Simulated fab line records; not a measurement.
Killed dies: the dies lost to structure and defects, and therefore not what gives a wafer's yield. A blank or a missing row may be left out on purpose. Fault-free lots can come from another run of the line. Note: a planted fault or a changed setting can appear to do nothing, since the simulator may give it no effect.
Problem report in the 8D (eight disciplines) form, filled by code	flow gf180mcu	the parts of the form that need people (team, actions taken, sign-off) are left out

## 1. THE PROBLEM
chamberPressurePa at GF_V1_SPUTTER_22 reads a mean of 5.456 Pa on 2 wafers of 2 lots; wafers without a fault read 5.002 Pa with a standard deviation of 0.01. That is +45 standard deviations from the usual mean.
The step: material TiN, target thk 10 nm, time 40 s.
Seen first at day 19 09:50 on pvdSputter-04, wafer L627.5. The record has a number at this step for 39 wafers belonging to 13 lots. By rule, "out" or "out of limits" means more than 4 standard deviations away from the usual mean. All remaining wafers that have a number are taken as sound.

## 2. WHAT THIS IS AND IS NOT
question	is	is not
which readings at this step	chamberPressurePa	throttleValvePct
which lots	L627, L628	L625, L626, L636, L638, L639, L640, L641, L643, L644, L646, L647
which wafers of those lots	L627.5, L628.3	L627.2, L627.6, L628.1, L628.2
read on which tools	pvdSputter-04	pvdSputter-02, pvdSputter-03
when	from day 19 09:50	up to then (8 sound wafers); but 29 sound wafers of L628, L636, L638, L639, L640, L641, L643, L644, L646, L647 came after

## 3. WHAT RULES OUT EACH SUSPECT
Counting: a tool at a process step up to the reading stays a suspect if it ran every lot that is out. Sound lots after the first of them don't rule it out here, since some wafers of a struck lot are sound.
- pvdSputter-02 at GF_M1_SPUTTER_01 (material TiN, target thk 30 nm, time 25 s): kept. It ran every lot that is out, first L627 (day 17 07:46).
- pvdSputter-04 at GF_V1_SPUTTER_22 (material TiN, target thk 10 nm, time 40 s): kept. It ran every lot that is out, first L627 (day 19 09:50); its last sound lot up to then is L625 (day 18 06:38). Its own readings are out on those wafers: chamberPressurePa.
What counting leaves: pvdSputter-02 at GF_M1_SPUTTER_01 and pvdSputter-04 at GF_V1_SPUTTER_22.

## 4. THE CAUSE (what the simulator had put in)
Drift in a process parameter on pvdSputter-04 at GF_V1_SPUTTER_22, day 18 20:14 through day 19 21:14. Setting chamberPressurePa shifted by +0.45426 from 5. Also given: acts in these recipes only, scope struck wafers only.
After counting, 2 suspects remain, this tool included.

## 5. THE EFFECT CHAIN, in route order
Rows list readings where the struck wafers' mean (over those with a number) sits beyond 3 standard deviations from the usual. Readings are gone through only where the record gives a usual standard deviation; hours: the median, over the lots, of the time from a lot's start at the first step in this table giving one to that lot's start at this step; sigmas: the change measured in usual standard deviations.
hours	step	reading	usual	on struck wafers	change	sigmas
0	GF_V1_SPUTTER_22	chamberPressurePa	5.002 Pa	5.456	+0.454	+45
It contains these process steps:
- GF_V1_SPUTTER_22: material TiN, target thk 10 nm, time 40 s.
Later measuring or inspecting steps at which every struck wafer that the step has a row for has a number for every such reading, and none has moved that far: GF_V4_THK_MEAS_03.

## 6. WHAT WOULD HAVE CAUGHT IT SOONER
14 hours passed between the start of the fault at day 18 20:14 and the first reading out of limits in this record, taken at day 19 09:50.
